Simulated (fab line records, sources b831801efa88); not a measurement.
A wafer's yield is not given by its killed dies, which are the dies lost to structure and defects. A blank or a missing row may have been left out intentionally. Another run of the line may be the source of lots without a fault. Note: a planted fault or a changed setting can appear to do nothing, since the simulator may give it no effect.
Split-lot trial / flow gf180mcu / on a route of 602 steps: 5 lots, 23 wafers read

ABOUT THE SPLIT
At GF_TOP_METAL_SPUTTER_00 (material Ti, target thk 37.5 nm, time 150 s), the setting chamber pressure pa was moved away from the recipe's 2 Pa on 10 of the 23 wafers read, by -11.0% to +4.4%. All remaining wafers had this setting at the recipe value.

The reading is taken at the split's own step.

THE READING
Ti_of_TOP_METAL_SPUTTER_00.thk nm (the simulator's own value, which no gauge read), in nm, at GF_TOP_METAL_SPUTTER_00 (material Ti, target thk 37.5 nm, time 150 s). No usual value for it is given in the file. Across the 13 wafers here that went through the recipe, the average is 37.54 nm and the standard deviation 0.33 nm.

wafer=L077.2; tool, chamber at the split=pvd sputter-03, -; chamber pressure pa as run, Pa=2; against the recipe=recipe; Ti_of_TOP_METAL_SPUTTER_00.thk nm, nm=37.47; against lot-mates on the recipe=-
wafer=L077.3; tool, chamber at the split=pvd sputter-03, -; chamber pressure pa as run, Pa=2; against the recipe=recipe; Ti_of_TOP_METAL_SPUTTER_00.thk nm, nm=37.54; against lot-mates on the recipe=-
wafer=L077.4; tool, chamber at the split=pvd sputter-03, -; chamber pressure pa as run, Pa=2; against the recipe=recipe; Ti_of_TOP_METAL_SPUTTER_00.thk nm, nm=37.54; against lot-mates on the recipe=-
wafer=L077.5; tool, chamber at the split=pvd sputter-03, -; chamber pressure pa as run, Pa=2; against the recipe=recipe; Ti_of_TOP_METAL_SPUTTER_00.thk nm, nm=37.39; against lot-mates on the recipe=-
wafer=L077.6; tool, chamber at the split=pvd sputter-03, -; chamber pressure pa as run, Pa=2; against the recipe=recipe; Ti_of_TOP_METAL_SPUTTER_00.thk nm, nm=37.26; against lot-mates on the recipe=-
wafer=L076.1; tool, chamber at the split=pvd sputter-04, -; chamber pressure pa as run, Pa=1.78; against the recipe=-11.0%; Ti_of_TOP_METAL_SPUTTER_00.thk nm, nm=39.47; against lot-mates on the recipe=no lot-mate on the recipe
wafer=L076.2; tool, chamber at the split=pvd sputter-04, -; chamber pressure pa as run, Pa=1.78; against the recipe=-11.0%; Ti_of_TOP_METAL_SPUTTER_00.thk nm, nm=39.34; against lot-mates on the recipe=no lot-mate on the recipe
wafer=L076.3; tool, chamber at the split=pvd sputter-04, -; chamber pressure pa as run, Pa=1.78; against the recipe=-11.0%; Ti_of_TOP_METAL_SPUTTER_00.thk nm, nm=39.79; against lot-mates on the recipe=no lot-mate on the recipe
wafer=L076.5; tool, chamber at the split=pvd sputter-04, -; chamber pressure pa as run, Pa=1.78; against the recipe=-11.0%; Ti_of_TOP_METAL_SPUTTER_00.thk nm, nm=39.69; against lot-mates on the recipe=no lot-mate on the recipe
wafer=L076.6; tool, chamber at the split=pvd sputter-04, -; chamber pressure pa as run, Pa=1.78; against the recipe=-11.0%; Ti_of_TOP_METAL_SPUTTER_00.thk nm, nm=39.37; against lot-mates on the recipe=no lot-mate on the recipe
wafer=L081.2; tool, chamber at the split=pvd sputter-03, -; chamber pressure pa as run, Pa=2; against the recipe=recipe; Ti_of_TOP_METAL_SPUTTER_00.thk nm, nm=38.11; against lot-mates on the recipe=-
wafer=L081.3; tool, chamber at the split=pvd sputter-03, -; chamber pressure pa as run, Pa=2; against the recipe=recipe; Ti_of_TOP_METAL_SPUTTER_00.thk nm, nm=38.08; against lot-mates on the recipe=-
wafer=L081.4; tool, chamber at the split=pvd sputter-03, -; chamber pressure pa as run, Pa=2; against the recipe=recipe; Ti_of_TOP_METAL_SPUTTER_00.thk nm, nm=38.06; against lot-mates on the recipe=-
wafer=L080.2; tool, chamber at the split=pvd sputter-04, -; chamber pressure pa as run, Pa=2.088; against the recipe=+4.4%; Ti_of_TOP_METAL_SPUTTER_00.thk nm, nm=35.87; against lot-mates on the recipe=no lot-mate on the recipe
wafer=L080.3; tool, chamber at the split=pvd sputter-04, -; chamber pressure pa as run, Pa=2.088; against the recipe=+4.4%; Ti_of_TOP_METAL_SPUTTER_00.thk nm, nm=35.91; against lot-mates on the recipe=no lot-mate on the recipe
wafer=L080.4; tool, chamber at the split=pvd sputter-04, -; chamber pressure pa as run, Pa=2.088; against the recipe=+4.4%; Ti_of_TOP_METAL_SPUTTER_00.thk nm, nm=36.54; against lot-mates on the recipe=no lot-mate on the recipe
wafer=L080.5; tool, chamber at the split=pvd sputter-04, -; chamber pressure pa as run, Pa=2.088; against the recipe=+4.4%; Ti_of_TOP_METAL_SPUTTER_00.thk nm, nm=36.34; against lot-mates on the recipe=no lot-mate on the recipe
wafer=L080.6; tool, chamber at the split=pvd sputter-04, -; chamber pressure pa as run, Pa=2.088; against the recipe=+4.4%; Ti_of_TOP_METAL_SPUTTER_00.thk nm, nm=35.69; against lot-mates on the recipe=no lot-mate on the recipe
wafer=L083.2; tool, chamber at the split=pvd sputter-03, -; chamber pressure pa as run, Pa=2; against the recipe=recipe; Ti_of_TOP_METAL_SPUTTER_00.thk nm, nm=37.13; against lot-mates on the recipe=-
wafer=L083.3; tool, chamber at the split=pvd sputter-03, -; chamber pressure pa as run, Pa=2; against the recipe=recipe; Ti_of_TOP_METAL_SPUTTER_00.thk nm, nm=37.42; against lot-mates on the recipe=-
wafer=L083.4; tool, chamber at the split=pvd sputter-03, -; chamber pressure pa as run, Pa=2; against the recipe=recipe; Ti_of_TOP_METAL_SPUTTER_00.thk nm, nm=37.11; against lot-mates on the recipe=-
wafer=L083.5; tool, chamber at the split=pvd sputter-03, -; chamber pressure pa as run, Pa=2; against the recipe=recipe; Ti_of_TOP_METAL_SPUTTER_00.thk nm, nm=37.45; against lot-mates on the recipe=-
wafer=L083.6; tool, chamber at the split=pvd sputter-03, -; chamber pressure pa as run, Pa=2; against the recipe=recipe; Ti_of_TOP_METAL_SPUTTER_00.thk nm, nm=37.41; against lot-mates on the recipe=-

THE FIT
A straight line over all 23 wafers: Ti_of_TOP_METAL_SPUTTER_00.thk nm changes by -0.211 nm for each +1% of chamber pressure pa; r = -0.95; the points scatter about the line by 0.39 nm.
Too few moved wafers have a lot-mate on the recipe to fit a line with each lot's own level taken away.

FILE'S OWN FIT
Ti_of_TOP_METAL_SPUTTER_00.thk nm changes by -0.211 nm for each +1% of chamber pressure pa, r = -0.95.
